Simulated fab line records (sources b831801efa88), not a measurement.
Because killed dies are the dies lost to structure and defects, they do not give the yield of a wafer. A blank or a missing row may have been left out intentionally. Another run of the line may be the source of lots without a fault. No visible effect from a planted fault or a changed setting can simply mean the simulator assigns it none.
Problem report in the 8D (eight disciplines) form, filled by code	flow gf180mcu	the parts of the form that need people (team, actions taken, sign-off) are left out

1. THE PROBLEM
DNWELL_TW at GF_DNWELL_TW_MEAS_09 reads a mean of 1519 on 6 wafers of 2 lots; wafers without a fault read 1353 with a standard deviation of 7.9. That is +21 standard deviations from the usual mean.
First seen on wafer L114.3, day 3 22:01, on film_metro-02. At this step, 39 wafers from 13 lots have a number in the record. Rule for "out" (also "out of limits"): further than 4 standard deviations from the usual mean. The other wafers with a number count as sound.

2. WHAT THIS IS AND IS NOT
question	is	is not
which readings at this step	DNWELL_TW	-
which lots	L114, L115	L109, L111, L112, L113, L119, L127, L128, L129, L130, L131, L132
which wafers of those lots	all that have a number	-
read on which gauges	film_metro-01, film_metro-02	film_metro-04
when	from day 3 22:01	up to then (12 sound wafers); but 21 sound wafers of L119, L127, L128, L129, L130, L131, L132 came after

3. WHAT RULES OUT EACH SUSPECT
Counting: a tool at a process step up to the reading stays a suspect if it ran every lot that is out and no sound lot after the first of them.
- the gauge at GF_DNWELL_TW_MEAS_09 is ruled out. Those wafers that are out were read across 2 gauges (film_metro-01, film_metro-02).
- implanter-01 at GF_DNWELL_IMPLANT_07: ruled out as a lasting fault. The sound lots L127, L131 went through it after L114, its earliest lot that is out (day 3 21:47).
Left after counting: nothing in the record.

4. THE CAUSE (what the simulator had put in)
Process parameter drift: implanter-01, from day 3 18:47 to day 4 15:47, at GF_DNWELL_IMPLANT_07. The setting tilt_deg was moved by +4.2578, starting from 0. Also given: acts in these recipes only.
It was ruled out by counting, in error; the rule expects a fault to strike all lots run on its tool from its start on, and this fault did not.

5. SEQUENCE OF EFFECTS, ordered by route
Each row: a reading whose mean over the struck wafers that have a number lies more than 3 standard deviations from the usual. Only readings for which the record gives a usual standard deviation are gone through. hours: the time from each lot's start at the first step in this table that gives one to its start at this step, as a median over the lots. sigmas: the change in usual standard deviations.
hours	step	reading	usual	on struck wafers	change	sigmas
0	GF_DNWELL_IMPLANT_07	tilt_deg	-0.001 degrees	4.273	+4.274	+99 or more
0	GF_DNWELL_TW_MEAS_09	DNWELL_TW	1353	1519	+166	+21
Its process steps:
- GF_DNWELL_IMPLANT_07
At these later measuring or inspecting steps, every struck wafer for which the step has a row has a number for every such reading, and none has moved that far: GF_HV_LDD_OVL_MEAS_47.

6. WHAT WOULD HAVE CAUGHT IT SOONER
The first out-of-limits reading at a measuring or inspecting step in this record came at day 3 22:01, 3 hours after the fault's start at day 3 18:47.
At GF_DNWELL_IMPLANT_07, the tool's own readings (tilt_deg) were out on each struck wafer the step has a row for, so an alarm limit on them would have fired on the first such wafer.
